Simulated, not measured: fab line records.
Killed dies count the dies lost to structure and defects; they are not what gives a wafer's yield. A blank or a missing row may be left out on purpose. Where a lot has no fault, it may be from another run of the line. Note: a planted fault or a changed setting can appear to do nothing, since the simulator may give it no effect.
fab line records    flow sfq-line
record lots=5  wafers=15  last-day=78
route steps=325 shown M0@32 I0@43 M1@58 I1@73 M8@325
lots that met no fault: from a run of the same line without faults
start-h: hours from the record's first day to the start of the lot's first wafer shown    wait-h: time in hours since the lot's previous step    " identical to the entry in the row above    L1.1+2: a single row standing in for several wafers    - value missing, or start not given    * or withheld: withheld    < > ~ a bound
route shown NAME@n: names a module that has steps shown in the file, with the first one's number in the route    usual: average and standard deviation across the fault-free wafers    same: alike in all rows    chamber/n: place in a boat    sites: per-site readings    _std_site: their standard deviation    _edge_site: mean of outer sites minus mean of inner sites    radius-mm: how far each site lies from the wafer's centre    mask NAME#n: copy n    behind: the tool/chamber that last shaped the wafer    hold: reason for holding the lot/hours on hold/outcome of the hold    device: the transistor (n, p or np) that didn't switch    end of line: at the end of the route, the tests of the same wafers    a step with no rows: only its recipe    killed: the dies lost at the first sort to structure and to defects; this is not the yield of the wafer    map: a wafer's dies, marking killed ones x, the rest . and places with no die _
set.NAME: the setting as run; set.NAME@STEP: as run at that earlier step    model.NAME: the simulator's own value behind a step, which no gauge read
lots seen at some steps along the route; tables by step, rows by wafer
services: the hour from which a tool's chamber was out of use, counted from the record's first day as start-h (under 0 if before that day), plus the number of hours and why
## steps
# step SFQ_TRILAYER_M0_LITHO_COAT_026
# recipe resist=BARC  spin-rpm=3000  resist-thk-nm=62
# step SFQ_TRILAYER_M0_LITHO_COAT_021
# recipe resist=KrF  spin-rpm=3000  resist-thk-nm=600
# step SFQ_TRILAYER_M0_LITHO_SOFTBAKE_025
# recipe temp-c=withheld  time-s=withheld  resist=KrF
# step SFQ_TRILAYER_M0_LITHO_EXPOSE_022
# recipe mask-id=M0  na=0.6  source-shape=conventional  sigma-outer=0.65  target-cd-nm=500  dose-mj=14.4
# step SFQ_TRILAYER_M0_LITHO_PEB_024
# recipe peb-temp-c=115  peb-time-s=60  resist=KrF
# step SFQ_TRILAYER_M0_LITHO_DEVELOP_023
# recipe time-s=60  resist=KrF
# step SFQ_M0_OVL_MEAS_906
# usual M0_OVL=2/6.7
lot.wafer  tool        chamber  start-h  wait-h  M0_OVL[nm]
L168.1     overlay-01  -        192.47   0.1     9
L168.4     "           -        "        "       1
L168.5     "           -        "        "       9
L173.1     overlay-01  -        221.07   0.1     -9
L173.2     "           -        "        "       1
L173.4     "           -        "        "       -4
L179.1     overlay-02  -        259.47   0.1     -4
L179.3     "           -        "        "       -2
L179.5     "           -        "        "       1
L182.2     overlay-01  -        281.83   0.1     5
L182.4     "           -        "        "       7
L182.5     "           -        "        "       5
L186.2     overlay-01  -        305.83   0.1     -2
L186.5     "           -        "        "       2
L186.6     "           -        "        "       -4
# step SFQ_TRILAYER_M0_BARC_OPEN_METAL_ETCH_031
# recipe mask-material=PR  chemistry=O2  target-depth-nm=125  target=BARC  icp-w=600  bias-w=80  pressure-mtorr=10  time-s=41.7
# usual drypump-motor-current-A=5.93/0.28  oes-product-au=0.685/0.0047
lot.wafer  tool          chamber  start-h  wait-h  drypump-motor-current-A  oes-product-au  rf-hours-counter-h
L168.1     rie-metal-01  1        192.51   0.0     6.31                     0.690           3
L168.4     "             0        "        "       6.20                     0.682           -
L168.5     "             0        "        "       6.20                     0.682           -
L173.1     rie-metal-02  0        221.11   0.0     5.56                     0.695           117
L173.2     "             1        "        "       5.77                     0.690           25
L173.4     "             0        "        "       5.58                     0.691           -
L179.1     rie-metal-01  1        259.51   0.0     6.32                     0.683           16
L179.3     "             1        "        "       6.38                     0.680           -
L179.5     "             0        "        "       6.19                     0.684           -
L182.2     rie-metal-04  1        281.86   0.0     6.06                     0.676           68
L182.4     "             0        "        "       5.84                     0.685           -
L182.5     "             1        "        "       6.03                     0.677           -
L186.2     rie-metal-04  0        305.86   0.0     5.83                     0.683           38
L186.5     "             0        "        "       5.82                     0.682           -
L186.6     "             1        "        "       6.06                     0.679           -
# step SFQ_TRILAYER_M0_ETCH_METAL_ETCH_024
# recipe target=Nb  stop-on=SiO2  mask-material=PR  chemistry=Cl2/Ar  target-depth-nm=240  icp-w=600  bias-w=80  pressure-mtorr=10  time-s=120
# step SFQ_TRILAYER_M0_STRIP_STRIP_025
# recipe gas=O2  power-w=200  platen-temp-c=40  overash-fraction=0.65  chemistry=O2  pressure-mtorr=50
# step SFQ_TRILAYER_M0_STRIP_SOLV_CLEAN_026
# recipe chemistry=NMP  temp-c=70  time-s=600
# step SFQ_TRILAYER_I0_DEP_PECVD_027
# recipe material=SiO2  temp-c=150  time-s=111.11  pressure-torr=2.4  rf-w=183.3  precursor=SiH4/N2O  target-thk-nm=500
# step SFQ_TRILAYER_I0_CMP_CMP_028
# recipe material=SiO2  down-force-psi=3  platen-rpm=60  pad-velocity-m-s=0.94248
# usual head-pressure-psi=3.000/0.0073  motor-current-A=10.7/1  time-to-endpoint-s=211/8.2
lot.wafer  tool    chamber  start-h  wait-h  head-pressure-psi  motor-current-A  time-to-endpoint-s  model.SiO2_of_TRILAYER_I0_DEP_PECVD_027.thk-nm
L168.1     cmp-01  2        201.04   7.5     2.998              10.9             197                 199.3
L168.4     "       3        "        "       3.018              11.3             215                 200.7
L168.5     "       2        203.04   9.5     3.000              10.4             213                 199.7
L173.1     cmp-02  1        229.24   7.1     2.995              9.6              204                 198.9
L173.4     "       2        "        "       3.007              9.2              210                 199.1
L173.2     "       0        230.74   8.6     2.995              9.9              214                 198.5
L179.3     cmp-02  0        263.24   2.7     2.998              10.0             280                 302.4
L179.1     "       1        "        "       2.995              9.0              280                 302.1
L179.5     "       2        "        "       2.997              9.3              213                 197.5
L182.2     cmp-01  3        289.04   6.2     2.999              10.9             225                 199.7
L182.4     "       1        290.04   7.1     2.993              12.2             221                 200.2
L182.5     "       3        291.04   8.1     2.985              10.8             216                 198.6
L186.2     cmp-01  1        312.54   5.7     2.997              11.6             205                 200
L186.6     "       1        314.54   7.6     2.984              13.0             224                 199.5
L186.5     "       2        "        "       3.006              11.1             210                 196.6
# step SFQ_I0_BOW_MEAS_907
# recipe mode=bow
# usual I0_BOW=1/6.7
lot.wafer  tool           chamber  start-h  wait-h  I0_BOW[um]
L168.1     film-metro-03  -        203.54   2.0     -8
L168.4     "              -        "        "       -1
L168.5     "              -        "        "       -6
L173.1     film-metro-04  -        232.24   2.5     15
L173.2     "              -        "        "       4
L173.4     "              -        "        "       -9
L179.1     film-metro-03  -        265.24   1.0     10
L179.3     "              -        "        "       3
L179.5     "              -        "        "       -3
L182.2     film-metro-04  -        291.56   2.0     9
L182.4     "              -        "        "       0
L182.5     "              -        "        "       9
L186.2     film-metro-01  -        315.56   2.5     7
L186.5     "              -        "        "       -3
L186.6     "              -        "        "       5
# step SFQ_TRILAYER_I0_METRO_MEASURE_029
# usual thk-nm=199.5/1.4
lot.wafer  tool           chamber  start-h  wait-h  thk-nm
L168.1     film-metro-03  -        203.66   0.1     199.4
L168.4     "              -        "        "       200.7
L168.5     "              -        "        "       199.8
L173.1     film-metro-04  -        232.36   0.1     199.0
L173.2     "              -        "        "       198.5
L173.4     "              -        "        "       199.1
L179.1     film-metro-03  -        265.36   0.1     302.1
L179.3     "              -        "        "       302.3
L179.5     "              -        "        "       197.5
L182.2     film-metro-04  -        291.86   0.3     199.9
L182.4     "              -        "        "       200.2
L182.5     "              -        "        "       198.5
L186.2     film-metro-01  -        315.86   0.3     200.0
L186.5     "              -        "        "       196.7
L186.6     "              -        "        "       199.5
# step SFQ_TRILAYER_I0_VIA_LITHO_COAT_036
# recipe resist=BARC  spin-rpm=3000  resist-thk-nm=62
# step SFQ_TRILAYER_I0_VIA_LITHO_COAT_031
# recipe resist=KrF  spin-rpm=3000  resist-thk-nm=650
# step SFQ_TRILAYER_I0_VIA_LITHO_SOFTBAKE_035
# recipe temp-c=withheld  time-s=withheld  resist=KrF
# step SFQ_TRILAYER_I0_VIA_LITHO_EXPOSE_032
# recipe mask-id=I0  na=0.6  source-shape=conventional  sigma-outer=0.65  target-cd-nm=500  dose-mj=21.3
# step SFQ_TRILAYER_I0_VIA_LITHO_PEB_034
# recipe peb-temp-c=115  peb-time-s=60  resist=KrF
# step SFQ_TRILAYER_I0_VIA_LITHO_DEVELOP_033
# recipe time-s=60  resist=KrF
# step SFQ_I0_OVL_MEAS_908
# usual I0_OVL=2/5.5
lot.wafer  tool        chamber  start-h  wait-h  I0_OVL[nm]
L168.1     overlay-02  -        244.70   0.1     9
L168.4     "           -        "        "       -3
L168.5     "           -        "        "       8
L173.1     overlay-02  -        291.72   0.1     -3
L173.2     "           -        "        "       4
L173.4     "           -        "        "       -1
L179.1     overlay-02  -        323.88   0.1     16
L179.3     "           -        "        "       9
L179.5     "           -        "        "       16
L182.2     overlay-01  -        353.79   0.1     2
L182.4     "           -        "        "       0
L182.5     "           -        "        "       3
L186.2     overlay-02  -        382.14   0.1     -2
L186.5     "           -        "        "       5
L186.6     "           -        "        "       -1
# step SFQ_TRILAYER_I0_VIA_BARC_OPEN_VIA_ETCH_046
# recipe mask-material=PR  chemistry=O2  target-depth-nm=125  target=BARC  source-w=500  bias-w=80  pressure-mtorr=30  time-s=41.7
# usual drypump-motor-current-A=5.9/0.55  oes-product-au=0.686/0.0045
lot.wafer  tool         chamber  start-h  wait-h  drypump-motor-current-A  oes-product-au  rf-hours-counter-h
L168.1     rie-diel-01  0        244.73   0.0     4.9                      0.681           27
L168.4     "            2        "        "       6.3                      0.686           105
L168.5     "            0        "        "       4.9                      0.677           -
L173.1     rie-diel-03  3        291.76   0.0     4.9                      0.678           86
L173.2     "            0        "        "       6.3                      0.686           5
L173.4     "            1        "        "       6.3                      0.688           42
L179.1     rie-diel-04  0        323.92   0.0     6.2                      0.683           7
L179.3     "            1        "        "       5.7                      0.673           100
L179.5     "            2        "        "       6.7                      0.686           -
L182.2     rie-diel-03  1        353.82   0.0     6.3                      0.685           43
L182.4     "            3        "        "       4.9                      0.692           88
L182.5     "            2        "        "       6.3                      0.688           -
L186.2     rie-diel-04  0        382.17   0.0     6.2                      0.683           8
L186.5     "            1        "        "       5.7                      0.691           -
L186.6     "            2        "        "       6.7                      0.687           -
# step SFQ_TRILAYER_I0_VIA_ETCH_VIA_ETCH_034
# recipe target=SiO2  stop-on=Nb  mask-material=PR  taper-deg=20  chemistry=CHF3  target-depth-nm=260  source-w=500  bias-w=80  pressure-mtorr=30  time-s=withheld
# usual drypump-motor-current-A=5.9/0.54  oes-product-au=0.853/0.0057
lot.wafer  tool         chamber  start-h  wait-h  drypump-motor-current-A  oes-product-au  model.I0.feature-depth-nm  model.etch.depth-nm
L168.1     rie-diel-01  0        244.77   0.0     4.9                      0.855           199.3                      199.3
L168.4     "            2        "        "       6.3                      0.849           200.7                      200.7
L168.5     "            0        "        "       4.9                      0.849           199.7                      199.7
L173.1     rie-diel-03  3        291.80   0.0     4.9                      0.854           198.9                      198.9
L173.2     "            0        "        "       6.3                      0.845           198.5                      198.5
L173.4     "            1        "        "       6.4                      0.850           199.1                      199.1
L179.1     rie-diel-04  0        323.96   0.0     6.2                      0.998           260.7                      260.7
L179.3     "            1        "        "       5.7                      0.995           259.3                      259.3
L179.5     "            2        "        "       6.7                      0.846           197.5                      197.5
L182.2     rie-diel-03  1        353.86   0.0     6.3                      0.861           199.7                      199.7
L182.4     "            3        "        "       4.9                      0.854           200.2                      200.2
L182.5     "            2        "        "       6.3                      0.850           198.6                      198.6
L186.2     rie-diel-04  0        382.21   0.0     6.2                      0.859           200                        200
L186.5     "            1        "        "       5.7                      0.850           196.6                      196.6
L186.6     "            2        "        "       6.7                      0.856           199.5                      199.5
# step SFQ_TRILAYER_I0_VIA_STRIP_STRIP_035
# recipe gas=O2  power-w=200  platen-temp-c=40  overash-fraction=0.65  chemistry=O2  pressure-mtorr=50
# step SFQ_TRILAYER_I0_VIA_STRIP_SOLV_CLEAN_036
# recipe chemistry=NMP  temp-c=70  time-s=600
# step SFQ_TRILAYER_M1_DEP_PRE_CLEAN_038
# recipe gas=Ar  time-s=22.5  bias-v=250
lot.wafer  tool            chamber  start-h  wait-h  model.SiO2_of_TRILAYER_I0_DEP_PECVD_027.thk-nm
L168.1     pvd-sputter-05  -        245.66   0.0     191.8
L168.4     "               -        "        "       193.2
L168.5     "               -        "        "       192.2
L173.1     pvd-sputter-05  -        293.29   0.0     191.4
L173.2     "               -        "        "       191
L173.4     "               -        "        "       191.6
L179.1     pvd-sputter-06  -        324.84   0.0     294.6
L179.3     "               -        "        "       294.9
L179.5     "               -        "        "       190
L182.2     pvd-sputter-06  -        354.74   0.0     192.2
L182.4     "               -        "        "       192.7
L182.5     "               -        "        "       191.1
L186.2     pvd-sputter-06  -        383.09   0.0     192.5
L186.5     "               -        "        "       189.1
L186.6     "               -        "        "       192
# step SFQ_TRILAYER_M1_DEP_SPUTTER_037
# recipe material=Nb  base-pressure-pa=1.33e-06  chamber-pressure-pa=0.1333  substrate-temp-c=20  resputter-cathode-voltage-v=400  target-thk-nm=200  power-w=2000  time-s=133.3
# step SFQ_M1_RS_MEAS_909
# recipe thk-meas-gauge=four-point-probe  reads=Nb_of_TRILAYER_M1_DEP_SPUTTER_037
# usual M1_NB_RS=0.900/0.017
lot.wafer  tool           chamber  start-h  wait-h  M1_NB_RS[ohm/sq]
L168.1     film-metro-04  -        245.78   0.0     0.881
L168.4     "              -        "        "       0.881
L168.5     "              -        "        "       0.858
L173.1     film-metro-03  -        293.41   0.0     0.901
L173.2     "              -        "        "       0.908
L173.4     "              -        "        "       0.931
L179.1     film-metro-02  -        324.96   0.0     0.901
L179.3     "              -        "        "       0.913
L179.5     "              -        "        "       0.906
L182.2     film-metro-02  -        354.88   0.1     0.930
L182.4     "              -        "        "       0.925
L182.5     "              -        "        "       0.933
L186.2     film-metro-03  -        383.23   0.1     0.922
L186.5     "              -        "        "       0.913
L186.6     "              -        "        "       0.918
# step SFQ_TRILAYER_M1_LITHO_COAT_044
# recipe resist=BARC  spin-rpm=3000  resist-thk-nm=62
# step SFQ_TRILAYER_M1_LITHO_COAT_039
# recipe resist=KrF  spin-rpm=3000  resist-thk-nm=600
# step SFQ_TRILAYER_M1_LITHO_SOFTBAKE_043
# recipe temp-c=withheld  time-s=withheld  resist=KrF
# step SFQ_TRILAYER_M1_LITHO_EXPOSE_040
# recipe mask-id=M1  na=0.6  source-shape=conventional  sigma-outer=0.65  target-cd-nm=500  dose-mj=14.4
# step SFQ_TRILAYER_M1_LITHO_PEB_042
# recipe peb-temp-c=115  peb-time-s=60  resist=KrF
# step SFQ_TRILAYER_M1_LITHO_DEVELOP_041
# recipe time-s=60  resist=KrF
# step SFQ_M1_OVL_MEAS_911
# usual M1_OVL=0/5.6
lot.wafer  tool        chamber  start-h  wait-h  M1_OVL[nm]
L168.1     overlay-02  -        303.48   0.1     -1
L168.4     "           -        "        "       -5
L168.5     "           -        "        "       -3
L173.1     overlay-01  -        354.98   0.1     6
L173.2     "           -        "        "       8
L173.4     "           -        "        "       18
L179.1     overlay-02  -        392.93   0.1     5
L179.3     "           -        "        "       -4
L179.5     "           -        "        "       0
L182.2     overlay-02  -        424.14   0.1     -4
L182.4     "           -        "        "       -5
L182.5     "           -        "        "       -10
L186.2     overlay-01  -        455.34   0.1     -6
L186.5     "           -        "        "       -3
L186.6     "           -        "        "       -11
# step SFQ_TRILAYER_M1_BARC_OPEN_METAL_ETCH_054
# recipe mask-material=PR  chemistry=O2  target-depth-nm=125  target=BARC  icp-w=600  bias-w=80  pressure-mtorr=10  time-s=41.7
# step SFQ_TRILAYER_M1_ETCH_METAL_ETCH_042
# recipe target=Nb  stop-on=SiO2  mask-material=PR  chemistry=Cl2/Ar  target-depth-nm=240  icp-w=600  bias-w=80  pressure-mtorr=10  time-s=120
# usual drypump-motor-current-A=6.17/0.28  oes-product-au=0.889/0.01
lot.wafer  tool          chamber  start-h  wait-h  drypump-motor-current-A  oes-product-au  rf-hours-counter-h
L168.1     rie-metal-04  0        303.58   0.0     5.84                     0.899           38
L168.4     "             0        "        "       5.84                     0.900           -
L168.5     "             1        "        "       6.07                     0.918           -
L173.1     rie-metal-03  0        355.08   0.0     5.93                     0.891           52
L173.2     "             1        "        "       6.58                     0.880           11
L173.4     "             0        "        "       5.92                     0.880           -
L179.1     rie-metal-03  0        393.03   0.0     5.92                     0.888           57
L179.3     "             1        "        "       6.61                     0.883           -
L179.5     "             1        "        "       6.59                     0.889           -
L182.2     rie-metal-04  1        424.23   0.0     6.09                     0.864           93
L182.4     "             0        "        "       5.81                     0.873           -
L182.5     "             0        "        "       5.83                     0.873           -
L186.2     rie-metal-01  0        455.43   0.0     6.22                     0.877           76
L186.5     "             0        "        "       6.23                     0.883           -
L186.6     "             1        "        "       6.30                     0.873           -
# step SFQ_TRILAYER_M1_STRIP_STRIP_043
# recipe gas=O2  power-w=200  platen-temp-c=40  overash-fraction=0.65  chemistry=O2  pressure-mtorr=50
# usual drypump-motor-current-A=6.17/0.28  oes-product-au=0.994/0.0086
lot.wafer  tool          chamber  start-h  wait-h  drypump-motor-current-A  oes-product-au  rf-hours-counter-h
L168.1     rie-metal-04  0        303.70   0.1     5.84                     1.006           38
L168.4     "             0        "        "       5.86                     1.001           -
L168.5     "             1        "        "       6.09                     1.002           -
L173.1     rie-metal-03  0        355.20   0.1     5.92                     0.991           52
L173.2     "             1        "        "       6.60                     0.976           11
L173.4     "             0        "        "       5.92                     0.994           -
L179.1     rie-metal-03  0        393.15   0.1     5.91                     0.991           57
L179.3     "             1        "        "       6.59                     0.995           -
L179.5     "             1        "        "       6.58                     0.999           -
L182.2     rie-metal-04  1        424.35   0.1     6.11                     0.999           93
L182.4     "             0        "        "       5.82                     0.980           -
L182.5     "             0        "        "       5.82                     0.987           -
L186.2     rie-metal-01  0        455.55   0.1     6.19                     0.991           76
L186.5     "             0        "        "       6.19                     0.990           -
L186.6     "             1        "        "       6.37                     0.987           -
# step SFQ_TRILAYER_M1_STRIP_SOLV_CLEAN_044
# recipe chemistry=NMP  temp-c=70  time-s=600
# step SFQ_TRILAYER_I1_DEP_PECVD_045
# recipe material=SiO2  temp-c=150  time-s=111.11  pressure-torr=2.4  rf-w=183.3  precursor=SiH4/N2O  target-thk-nm=500
# usual heater-power-w=83/11  throttle-valve-pct=25.5/1.7
lot.wafer  tool      chamber  start-h  wait-h  heater-power-w  throttle-valve-pct
L168.1     pecvd-03  0        304.48   0.0     82              23.3
L168.4     "         0        "        "       83              23.2
L168.5     "         2        "        "       72              28.5
L173.1     pecvd-04  1        355.99   0.0     76              23.9
L173.2     "         2        "        "       98              25.2
L173.4     "         0        "        "       89              26.5
L179.1     pecvd-01  2        393.93   0.0     73              25.3
L179.3     "         1        "        "       97              23.6
L179.5     "         2        "        "       77              25.0
L182.2     pecvd-03  1        425.14   0.0     103             27.2
L182.4     "         2        "        "       72              28.7
L182.5     "         0        "        "       87              23.5
L186.2     pecvd-04  0        456.33   0.0     86              26.8
L186.5     "         2        "        "       95              25.3
L186.6     "         0        "        "       89              26.9
# step SFQ_M8_BOW_MEAS_951
# recipe mode=bow
# usual M8_BOW=10/12
lot.wafer  tool           chamber  start-h  wait-h  M8_BOW[um]  model.etest.i0.link-ohm
L168.1     film-metro-03  -        1628.00  0.0     6           1.953
L168.4     "              -        "        "       13          1.976
L168.5     "              -        "        "       8           1.949
L173.1     film-metro-01  -        1667.65  0.0     38          1.96
L173.2     "              -        "        "       26          1.982
L173.4     "              -        "        "       15          2.008
L179.1     film-metro-04  -        1767.65  0.0     3           1e+06
L179.3     "              -        "        "       -3          1e+06
L179.5     "              -        "        "       -9          1.976
L182.2     film-metro-03  -        1780.92  0.0     30          2.006
L182.4     "              -        "        "       20          1.985
L182.5     "              -        "        "       29          2.004
L186.2     film-metro-01  -        1863.81  0.0     3           2.006
L186.5     "              -        "        "       -7          1.996
L186.6     "              -        "        "       0           1.992
## services
tool            chamber  start-h  hours  kind
rie-diel-04     -        172.84   0.5    repair
cmp-01          -        176.22   8.9    pm
rie-metal-04    -        183.36   0.2    repair
cmp-01          -        184.74   6.8    repair
rie-diel-04     2        216.47   1.9    repair
rie-metal-04    -        225.93   14.6   pm
cmp-01          -        235.18   0.5    repair
cmp-01          -        236.54   4.0    pm
rie-metal-04    -        250.74   4.3    pm
rie-metal-04    -        257.96   6.2    repair
cmp-01          -        269.24   0.3    repair
pvd-sputter-06  -        280.26   1.1    repair
cmp-01          -        305.64   0.8    repair
rie-metal-04    -        311.05   6.7    repair
cmp-01          -        330.94   10.2   pm
rie-metal-03    -        355.80   14.6   pm
rie-metal-01    1        359.49   5.3    repair
cmp-01          -        392.29   2.0    repair
rie-diel-04     2        410.16   2.3    repair
cmp-01          -        411.16   1.0    repair
rie-diel-04     2        424.38   11.9   repair
cmp-01          -        441.61   4.2    pm
rie-diel-03     0        447.18   4.3    repair
rie-diel-03     1        451.00   3.9    repair
## key
first-sign step=SFQ_TRILAYER_I0_CMP_CMP_028  reading=time-to-endpoint-s  direction=up  sigmas=8.4  usual=*  struck=*
effect step=SFQ_TRILAYER_I0_METRO_MEASURE_029  reading=thk-nm  direction=up  sigmas=75  usual=199.5  struck=302.2
effect step=SFQ_TRILAYER_I0_VIA_ETCH_VIA_ETCH_034  reading=oes-product-au  direction=up  sigmas=25  usual=0.853  struck=0.996
model-effect step=SFQ_TRILAYER_I0_CMP_CMP_028  value=SiO2_of_TRILAYER_I0_DEP_PECVD_027.thk-nm  without=197  struck=302.3
model-effect step=SFQ_TRILAYER_I0_VIA_ETCH_VIA_ETCH_034  value=I0.feature-depth-nm  without=197  struck=260
model-effect step=SFQ_TRILAYER_M1_DEP_PRE_CLEAN_038  value=SiO2_of_TRILAYER_I0_DEP_PECVD_027.thk-nm  without=189.5  struck=294.8
model-effect step=SFQ_M8_BOW_MEAS_951  value=etest.i0.link-ohm  without=1.982  struck=1e+06
met-at SFQ_TRILAYER_I0_CMP_CMP_028
struck-wafers L179.1,L179.3
fault kind=process-parameter-drift  tool=cmp-02  chamber=-  onset-h=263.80  steps=SFQ_TRILAYER_I0_CMP_CMP_028  channel=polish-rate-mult  offset=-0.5  shape=step  end-h=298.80  scope=struck-wafers-only
